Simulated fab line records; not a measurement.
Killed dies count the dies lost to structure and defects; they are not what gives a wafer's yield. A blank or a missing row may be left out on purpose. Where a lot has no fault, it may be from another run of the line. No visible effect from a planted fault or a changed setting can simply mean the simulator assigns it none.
A struck lot beside a sound one -- flow sky130 -- 15 out of 708 route steps
Sound: these wafers, L626.1, L626.3, L626.6. Struck: wafers L639.1, L639.2, L639.4. The cause comes at the end.
Each step with rows lists, per side, the tool, then ch with its chambers, then its first start. Under that, the readings that differ: sound wafers -- struck wafers -- difference of the means -- sigmas: that difference in standard deviations of wafers without a fault.
alike: readings with means less than 2 such deviations apart, plus words and numbers identical on both sides. not compared: withheld readings, readings lacking a value on some wafer, bounds such as >300 that could conceal the same value, and numbers that have no deviation in the record and whose values overlap.
A row with sigmas, a row that says differs or no value, or rows on one side alone: a step with any of these is where the two part. Non-overlapping numbers with no deviation appear without sigmas and do not part them. A reading that every wafer of one side lacks parts them only if that side has two wafers or more.

first, 5 steps without rows for these wafers: SKY_LI_CONTACT_COAT_07 (resist thk 450 nm); SKY_LI_CONTACT_SOFTBAKE_08 (time 90 s); SKY_LI_CONTACT_EXPOSE_09 (exposes mask LICM1, target cd 170 nm); SKY_LI_CONTACT_PEB_10; SKY_LI_CONTACT_DEVELOP_11 (develop time 60 s).
SKY_LI_CONTACT_CD_MEAS_12 targets a cd of 170 nm.
  sound on cd sem-01, day 29 11:48; struck on cd sem-02, day 33 15:02
  alike: cd nm
SKY_LI_CONTACT_OVL_MEAS_13:
  sound on overlay-01, day 29 11:55; struck on overlay-02, day 33 15:09
  alike: LI_CONTACT_OVL
SKY_LI_CONTACT_ETCH_14: etches BARC in N2/H2, stops on SiO2, time 45.9 s, target depth 60 nm.
  sound on rie diel-04 ch 1,2,3, day 29 11:58; struck on rie diel-04 ch 0,2,3, day 33 15:11
  alike: drypump motor current A, oes product au, throttle valve pct
  not compared: rf hours counter h
SKY_LI_CONTACT_ETCH_15: etches PSG in C4F8/O2/Ar, stops on Si, target depth 600 nm.
  sound on rie diel-04 ch 1,2,3, day 29 12:00; struck on rie diel-04 ch 0,2,3, day 33 15:14
  alike: oes product au
SKY_LI_CONTACT_STRIP_16: strips in O2/N2.
  sound on plasma asher-02 ch 0,1, day 29 12:05; struck on plasma asher-03 ch 0,1, day 33 15:19
  alike: drypump motor current A, oes product au, strip time to endpoint s
  not compared: rf hours counter h
then, 2 steps without rows for these wafers: SKY_LI_CONTACT_CLEAN_17 (cleans in NMP, time 600 s); SKY_LI_CONTACT_PRE_CLEAN_18 (time 5.6 s).
-- the record jumps here: 5 days lie between the struck wafers' starts before and after --
SKY_LI_CONTACT_SPUTTER_19: material Ti, target thk 20 nm, time 106.37 s.
  sound on pvd sputter-03, day 29 12:25; struck on pvd sputter-02, day 38 15:37
  alike: throttle valve pct
SKY_LI_CONTACT_SPUTTER_20: material TiN, target thk 20 nm, time 80 s.
  sound on pvd sputter-03, day 29 12:34; struck on pvd sputter-02, day 38 15:41
  alike: throttle valve pct
-- record jumps: 15 days separate the struck wafers' starts on either side; left off in module LI_CONTACT, taken up again in module PAD_OPEN, whose first shown step is the route's number 708 --
SKY_PAD_OPEN_PROBE_99:
  sound on prober-01, day 46 02:35; struck on prober-02, day 54 00:01
reading,sound,struck,difference,sigmas
model.etest.licon ndiff.rc ohm,180.9 179.6 181.4,200.4 197.5 205.8,+20.6,
model.etest.sonos uncharged.r on ohm um,816.8 820.1 814.7,838.6 834.6 831.7,+17.8,
model.etest.licon poly.rc ohm,150.7 151.4 155.6,161.6 167.1 164.4,+11.8,
  alike: killed_at_M0_to_M3, killed_at_M4_up, killed at contacts, killed at front end, killed at other, killed dies, killed open, killed short

== WHERE THEY PART ==
Nowhere in this record.

WHY: whatever the simulator had introduced
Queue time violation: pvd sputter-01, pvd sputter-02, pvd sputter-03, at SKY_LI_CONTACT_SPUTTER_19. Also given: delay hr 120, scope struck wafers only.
